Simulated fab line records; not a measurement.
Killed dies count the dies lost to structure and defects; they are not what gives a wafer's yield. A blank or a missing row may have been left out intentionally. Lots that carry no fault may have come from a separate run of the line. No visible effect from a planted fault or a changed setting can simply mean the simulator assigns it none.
A lot that was struck, set against a sound lot    flow sky130    32 out of 708 route steps
Sound: wafers L510.1, L510.3, L510.6. Wafers struck: L513.1, L513.2, L513.5. The cause comes at the end.
For every step that has rows: the tool of each side, followed by ch and its chambers, followed by its first start. Under that, the readings that differ: sound wafers    struck wafers    difference of the means    sigmas: that difference in standard deviations of wafers without a fault.
alike: readings with means less than 2 such deviations apart, plus words and numbers identical on both sides. not compared: withheld readings, readings lacking a value on some wafer, bounds such as >300 that could conceal the same value, and numbers that have no deviation in the record and whose values overlap.
A row with sigmas, a row that says differs or no value, or rows on one side alone: a step with any of these is where the two part. When numbers do not overlap yet have no deviation, they are printed without sigmas and do not part them. Lack of a reading on every wafer of one side parts them only where that side has two or more wafers.

first, 10 steps without rows for these wafers: SKY_LI_CONTACT_SOFTBAKE_08 (time 90 s); SKY_LI_CONTACT_EXPOSE_09 (exposes mask LICM1, target cd 170 nm); SKY_LI_CONTACT_PEB_10; SKY_LI_CONTACT_DEVELOP_11 (develop time 60 s); SKY_LI_CONTACT_ETCH_14 (etches BARC in N2/H2, stops on SiO2, time 45.9 s, target depth 60 nm); SKY_LI_CONTACT_ETCH_15 (etches PSG in C4F8/O2/Ar, stops on Si, target depth 600 nm); SKY_LI_CONTACT_STRIP_16 (strips in O2/N2); SKY_LI_CONTACT_CLEAN_17 (cleans in NMP, time 600 s); SKY_LI_CONTACT_PRE_CLEAN_18 (time 5.6 s); SKY_LI_CONTACT_SPUTTER_19 (material Ti, target thk 20 nm, time 106.37 s).
SKY_LI_CONTACT_SPUTTER_20: material TiN, target thk 20 nm, time 80 s.
  struck on pvd_sputter-01, day 35 17:44; sound on pvd_sputter-01, day 35 02:06
reading                 sound           struck          difference  sigmas
throttle_valve_pct (%)  31.3 31.1 31.4  29.0 28.6 28.6  -2.5        -2
then, 20 steps without rows for these wafers: SKY_LI_CONTACT_CVD_21 (deposits W, target thk 400 nm, time 120.56 s); SKY_LI_CONTACT_CMP_24 (polishes, stops on PSG, t overpolish 20 s, target thk 0 nm); SKY_LOCAL_INTERCONNECT_SPUTTER_00 (material TiN, target thk 100 nm, time 83.3 s); SKY_LOCAL_INTERCONNECT_DEHYDRATE_03 (time 60 s); SKY_LOCAL_INTERCONNECT_HMDS_04 (prime time 60 s); SKY_LOCAL_INTERCONNECT_COAT_05 (resist thk 60 nm); SKY_LOCAL_INTERCONNECT_COAT_06 (resist thk 450 nm); SKY_LOCAL_INTERCONNECT_SOFTBAKE_07 (time 90 s); SKY_LOCAL_INTERCONNECT_EXPOSE_08 (exposes mask LI1M, target cd 170 nm); SKY_LOCAL_INTERCONNECT_PEB_09; SKY_LOCAL_INTERCONNECT_DEVELOP_10 (develop time 60 s); SKY_LOCAL_INTERCONNECT_ETCH_13 (etches BARC in N2/H2, stops on SiO2, time 45.9 s, target depth 60 nm); SKY_LOCAL_INTERCONNECT_METAL_ETCH_14 (etches TiN in Cl2/BCl3, stops on PSG, target depth 110 nm, time 31.4 s); SKY_LOCAL_INTERCONNECT_STRIP_15 (strips in O2/N2); SKY_LOCAL_INTERCONNECT_STRIP_16 (strips in post etch residue remover, time 1200 s); SKY_LOCAL_INTERCONNECT_CLEAN_17 (cleans in IPA, time 180 s); SKY_LOCAL_INTERCONNECT_CLEAN_18 (cleans in O3/DIW); SKY_CONTACT_CVD_00 (deposits Si3N4, target thk 75 nm); SKY_CONTACT_HDPCVD_02 (deposits SiO2, target thk 565 nm, time 94.2 s); SKY_CONTACT_CMP_04 (polishes SiO2).
-- the record jumps here: 15 days lie between the struck wafers' starts before and after (it left off in module CONTACT and takes up again in module PAD_OPEN, whose first step shown is number 708 of the route) --
SKY_PAD_OPEN_PROBE_99:
  struck on prober-01, day 50 11:40; sound on prober-02, day 50 01:56
reading             sound      struck       difference  sigmas
killed_at_contacts  26 22 22   61 53 72     +39         +8
killed_dies         103 76 89  117 104 127  +27         +3
  alike: killed_at_M0_to_M3, killed_at_M4_up, killed_at_front_end, killed_at_other, killed_on_rim, killed_open, killed_short

## WHERE THEY PART
Earliest at SKY_LI_CONTACT_SPUTTER_20; latest, in this record, at SKY_PAD_OPEN_PROBE_99.

WHY: whatever the simulator had introduced
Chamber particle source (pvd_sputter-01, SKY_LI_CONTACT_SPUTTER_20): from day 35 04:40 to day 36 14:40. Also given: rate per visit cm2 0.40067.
